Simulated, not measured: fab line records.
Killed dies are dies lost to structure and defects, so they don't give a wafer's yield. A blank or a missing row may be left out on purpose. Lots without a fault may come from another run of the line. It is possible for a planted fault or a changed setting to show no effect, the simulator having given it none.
A single fault, viewed from 2 desks | flow sky130 | only its own numbers are on each desk; what lay behind them is given at the end

DESK OF THE TOOL OWNER: litho_track-02
The tool's own readings at SKY_VIA1_SOFTBAKE_08 (time 90 s): means of the sampled wafers that have a number, for each lot that ran on this tool. A lot is out of limits, marked OUT, if its mean lies more than 4 standard deviations from the usual mean; the brackets give that distance.
Columns: A = heater_power_total_W at SKY_VIA1_SOFTBAKE_08, usual 57.36 W; B = run_length_s at SKY_VIA1_SOFTBAKE_08, usual 119.30 s
lot  | first seen here | A               | B
L475 | day 36 00:00    | 59.47 (+19) OUT | 111.05 (-43) OUT
L490 | day 39 22:00    | 57.42           | 119.15
L492 | day 40 03:00    | 57.37           | 119.21
L491 | day 40 05:00    | 57.34           | 119.21
This desk's finding: out of limits on L475; first on L475, day 36 00:00 (heater_power_total_W at SKY_VIA1_SOFTBAKE_08). In limits: L490, L492, L491.

AT THE METROLOGY DESK
What the gauges read for every lot (on any tool): the sampled wafers with a number, averaged. A lot is out of limits, marked OUT, if its mean lies more than 4 standard deviations from the usual mean; the brackets give that distance.
Columns: A = cd_nm at SKY_LI_CONTACT_CD_MEAS_12, usual 169.5 nm; B = VIA1_OVL at SKY_VIA1_OVL_MEAS_13, usual 1 nm
lot  | first seen here | A     | B
L470 | day 30 00:59    | 169.9 | -2
L472 | day 30 05:38    | 168.2 | 5
L475 | day 31 20:52    | 169.1 | 4
L482 | day 33 12:00    | 172.3 | -5
L485 | day 34 10:05    | 168.5 | 5
L484 | day 34 16:05    | 170.1 | -3
L486 | day 34 23:28    | 169.7 | -1
L488 | day 35 05:40    | 169.0 | -4
L489 | day 35 17:58    | 171.5 | 5
L490 | day 36 01:22    | 169.0 | -4
L492 | day 36 06:26    | 169.0 | 1
L491 | day 36 09:17    | 169.4 | 1
This desk's finding: nothing out of limits on any of the 12 lots.

TAKEN TOGETHER
The tool owner's desk could have raised an alarm at day 36 00:00, on L475.
At the metrology desk, nothing out of limits was observed.
The metrology desk has L475 on record, within its limits.
All the named lots went through SKY_VIA1_SOFTBAKE_08 on litho_track-02.

WHAT HAD BEEN PUT IN BY THE SIMULATOR
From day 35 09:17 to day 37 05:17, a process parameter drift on litho_track-02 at SKY_VIA1_SOFTBAKE_08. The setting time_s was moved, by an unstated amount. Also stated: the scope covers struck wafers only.
Lots struck among those shown: L475.
How many hours passed from the start of the fault until each desk's first out-of-limits reading: the tool owner's desk, 15.
